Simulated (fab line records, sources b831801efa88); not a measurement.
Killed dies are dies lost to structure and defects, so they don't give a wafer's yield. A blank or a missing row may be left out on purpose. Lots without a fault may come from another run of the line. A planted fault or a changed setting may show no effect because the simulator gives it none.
A struck lot beside a sound one | flow sky130 | 17 steps out of a route of 708
Sound: wafers L688.4, L688.5, L688.6. Struck: wafer L675.1. (L675.3, L675.5 of the same lot were not struck and are left out.) The cause comes at the end.
At each step with rows: each side's tool, then ch and its chambers, then its first start. Under that, the readings that differ: sound wafers | struck wafers | difference of the means | sigmas: that difference in standard deviations of wafers without a fault.
alike: readings whose means differ by less than 2 such deviations, and words and numbers that are the same on both sides. not compared: withheld readings, readings that some wafer has no value for, bounds like >300 that may hide the same value, and numbers for which the record gives no deviation and whose values overlap.
The two part at a step that has a row with sigmas, a row that says differs or no value, or rows on one side only. Numbers that don't overlap but have no deviation are shown without sigmas and don't part them. A reading that every wafer of one side lacks parts them only if that side has two wafers or more.

SKY_LDD_P_OVL_MEAS_08:
  sound on overlay-01, day 25 20:40; struck on overlay-01, day 20 10:04
  reading        | sound       | struck | difference | sigmas
  LDD_P_OVL (nm) | 1.0 0.9 3.5 | -2.7   | -4.5       | -3
then, 1 step without rows for these wafers: SKY_LDD_P_IMPLANT_09.
SKY_LDD_P_STRIP_10: strips in O2/N2.
  sound on plasma_asher-01 ch 0,1, day 25 20:52; struck on plasma_asher-03 ch 0, day 20 10:16
  reading                      | sound             | struck | difference                   | sigmas
  oes_product_au (a.u.)        | 0.707 0.709 0.711 | 0.719  | +0.010                       | +2
  rf_hours_counter_h (h)       | - - -             | 4      | no value on the sound wafers |
  strip_time_to_endpoint_s (s) | 14.22 14.26 14.27 | 14.10  | -0.15                        | -4
  alike: drypump_motor_current_A
SKY_LDD_P_TW_MEAS_11:
  sound on film_metro-02, day 25 20:57; struck on film_metro-03, day 20 10:22
  alike: LDD_P_TW
then, 7 steps without rows for these wafers: SKY_LDD_HVN_DEHYDRATE_00 (time 60 s); SKY_LDD_HVN_HMDS_01 (prime time 60 s); SKY_LDD_HVN_COAT_02 (resist thk 300 nm); SKY_LDD_HVN_SOFTBAKE_03 (time 60 s); SKY_LDD_HVN_EXPOSE_04 (exposes mask HVNTM, target cd 700 nm); SKY_LDD_HVN_PEB_05; SKY_LDD_HVN_DEVELOP_06 (develop time 60 s).
SKY_LDD_HVN_OVL_MEAS_07:
  sound on overlay-01, day 27 01:41; struck on overlay-02, day 21 17:02
  alike: LDD_HVN_OVL
SKY_LDD_HVN_IMPLANT_08:
  sound on implanter-03 ch 0, day 27 01:46; struck on implanter-01 ch 0, day 21 17:04
SKY_LDD_HVN_STRIP_09: strips in O2/N2.
  sound on plasma_asher-02 ch 0,1, day 27 01:53; struck on plasma_asher-02 ch 1, day 21 17:13
  reading                | sound | struck | difference                   | sigmas
  rf_hours_counter_h (h) | - - - | 59     | no value on the sound wafers |
  alike: drypump_motor_current_A, oes_product_au, strip_time_to_endpoint_s
SKY_LDD_HVN_TW_MEAS_10:
  sound on film_metro-04, day 27 01:59; struck on film_metro-03, day 21 17:19
  reading    | sound          | struck | difference | sigmas
  LDD_HVN_TW | 1418 1432 1433 | 1369   | -59        | -5
then, 1 step without rows for these wafers: SKY_LDD_HVP_DEHYDRATE_00 (time 60 s).
-- the record jumps here: 25 days lie between the struck wafers' starts before and after (it left off in module LDD_HVP and takes up again in module PAD_OPEN, whose first step shown is number 708 of the route) --
SKY_PAD_OPEN_PROBE_99:
  sound on prober-02, day 50 06:49; struck on prober-02, day 46 22:45
  reading                                        | sound              | struck | difference | sigmas
  model.etest.tip_n_5v.rs_ohm_sq                 | 1403 1395 1403     | 1678   | +278       |
  model.etest.tip_n_5v.rs_ohm_sq_range           | 27.86 15.34 29.47  | 323.3  | +299.1     |
  model.etest.tip_n_5v.rs_ohm_sq_rim_less_centre | 2.317 0.5487 23.65 | -148.1 | -156.9     |
  model.etest.nfet_g5v0d10v5.r_on_ohm_um         | 1878 1879 1868     | 1929   | +54        |
  model.etest.nfet_g5v0d10v5.drive_ua_um         | 596.6 594.7 598.8  | 592.7  | -4.0       |
  alike: killed_at_M0_to_M3, killed_at_M4_up, killed_at_contacts, killed_at_front_end, killed_at_other, killed_dies, killed_open, killed_short
  not compared: model.etest.nfet_g5v0d10v5.vt_sat_v

WHERE THEY PART
First at SKY_LDD_P_OVL_MEAS_08; last, within this record, at SKY_LDD_HVN_TW_MEAS_10. Later steps at which nothing parts them and some readings are alike: SKY_PAD_OPEN_PROBE_99.

WHY: what the simulator had put in
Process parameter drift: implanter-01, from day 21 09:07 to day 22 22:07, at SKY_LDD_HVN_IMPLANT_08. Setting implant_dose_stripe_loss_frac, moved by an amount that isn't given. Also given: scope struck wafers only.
